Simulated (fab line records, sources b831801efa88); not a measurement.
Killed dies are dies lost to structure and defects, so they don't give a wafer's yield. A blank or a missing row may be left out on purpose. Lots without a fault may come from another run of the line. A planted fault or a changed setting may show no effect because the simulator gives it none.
Split-lot experiment | flow sky130 | 5 lots, 23 wafers read, on a route of 708 steps

THE SPLIT
At SKY_LI_CONTACT_HDPCVD_00 (deposits PSG, target thk 930 nm, time 155 s), the setting time_s was moved away from the recipe's 155 s on 11 of the 23 wafers read, by -12.5% to +13.4%. The other wafers ran this setting at the recipe's value.

The file shows no step between the split and the reading.

THE READING
LI_CONTACT_HDPCVD_THK, in nm, at SKY_LI_CONTACT_THK_MEAS_01. Fault-free wafers of this fab line usually give 929 nm, standard deviation 8.7 nm.

wafer  | tool, chamber at the split | time_s as run, s | against the recipe | LI_CONTACT_HDPCVD_THK, nm | against lot-mates on the recipe
L077.1 | hdpcvd-02, 1               | 175.7            | +13.4%             | 1049                      | +115
L077.2 | hdpcvd-02, 0               | 175.7            | +13.4%             | 1059                      | +125
L077.3 | hdpcvd-02, 2               | 175.7            | +13.4%             | 1052                      | +118
L077.5 | hdpcvd-02, 1               | 155              | recipe             | 939                       | -
L077.6 | hdpcvd-02, 2               | 155              | recipe             | 929                       | -
L080.2 | hdpcvd-01, 1               | 155              | recipe             | 930                       | -
L080.4 | hdpcvd-01, 2               | 155              | recipe             | 932                       | -
L080.5 | hdpcvd-01, 1               | 155              | recipe             | 937                       | -
L082.1 | hdpcvd-02, 2               | 155              | recipe             | 927                       | -
L082.3 | hdpcvd-02, 0               | 144.9            | -6.5%              | 878                       | -50
L082.4 | hdpcvd-02, 1               | 144.9            | -6.5%              | 866                       | -62
L082.5 | hdpcvd-02, 2               | 155              | recipe             | 929                       | -
L082.6 | hdpcvd-02, 0               | 144.9            | -6.5%              | 868                       | -60
L084.1 | hdpcvd-02, 1               | 163.9            | +5.7%              | 1000                      | +70
L084.2 | hdpcvd-02, 2               | 155              | recipe             | 924                       | -
L084.3 | hdpcvd-02, 0               | 155              | recipe             | 936                       | -
L084.5 | hdpcvd-02, 0               | 163.9            | +5.7%              | 985                       | +55
L084.6 | hdpcvd-02, 2               | 163.9            | +5.7%              | 987                       | +57
L085.1 | hdpcvd-02, 2               | 155              | recipe             | 927                       | -
L085.2 | hdpcvd-02, 1               | 155              | recipe             | 933                       | -
L085.3 | hdpcvd-02, 0               | 155              | recipe             | 935                       | -
L085.4 | hdpcvd-02, 1               | 135.6            | -12.5%             | 811                       | -121
L085.5 | hdpcvd-02, 2               | 135.6            | -12.5%             | 811                       | -121

THE FIT
A straight line over all 23 wafers: LI_CONTACT_HDPCVD_THK changes by +9.4 nm for each +1% of time_s; r = +1.00; the points scatter about the line by 5.5 nm.
The same after taking each lot's own level away (the mean of its wafers on the recipe; 23 wafers): +9.27 nm for each +1%; r = +1.00; scatter 6 nm.
On that fit, the largest move of time_s shifts the reading by 1.2e+02 nm.
The lots' own levels span 928.0 to 934.0 nm, that is 0.7 times the standard deviation above.
So the lot-to-lot level changes the slope little: the two slopes agree.
Check: with one of the wafers moved furthest among these (+13.4%) left out of the fit, the line predicts +126 nm for it against its lot-mates. It came out at +115 nm against them.

OTHER SPLITS ON THESE WAFERS
These wafers also went through other splits before the reading. Each is held against what the fit with the lots' levels taken away leaves over:
other split on the same wafers      | wafers away from the commonest value | r with LI_CONTACT_HDPCVD_THK (lot level and that fit taken away)
SKY_SD_P_IMPLANT_09 dose_cm2        | 7                                    | -0.18
SKY_RES_XHIGH_IMPLANT_07 energy_kev | 9                                    | +0.35
SKY_SD_N_IMPLANT_09 energy_kev      | 8                                    | -0.56
SKY_SD_N_STRIP_11 power_w           | 8                                    | -0.21

THE WHOLE CHAIN: every reading that the file lists as answering this split, in the file's order
step                       | what it does                                | reading                                                                             | change (the file's fit)              | r (the file's)
SKY_LI_CONTACT_HDPCVD_00   | deposits PSG, target thk 930 nm, time 155 s | PSG_of_LI_CONTACT_HDPCVD_00.thk_nm (the simulator's own value, which no gauge read) | +9.37 nm for each +1% of the setting | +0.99
SKY_LI_CONTACT_THK_MEAS_01 |                                             | LI_CONTACT_HDPCVD_THK                                                               | +9.33 for each +1% of the setting    | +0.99
SKY_LI_CONTACT_CMP_02      | polishes PSG                                | time_to_endpoint_s                                                                  | withheld for each +1% of the setting | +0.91

THE FILE'S OWN FIT
LI_CONTACT_HDPCVD_THK changes by +9.33 nm for each +1% of time_s, r = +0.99.
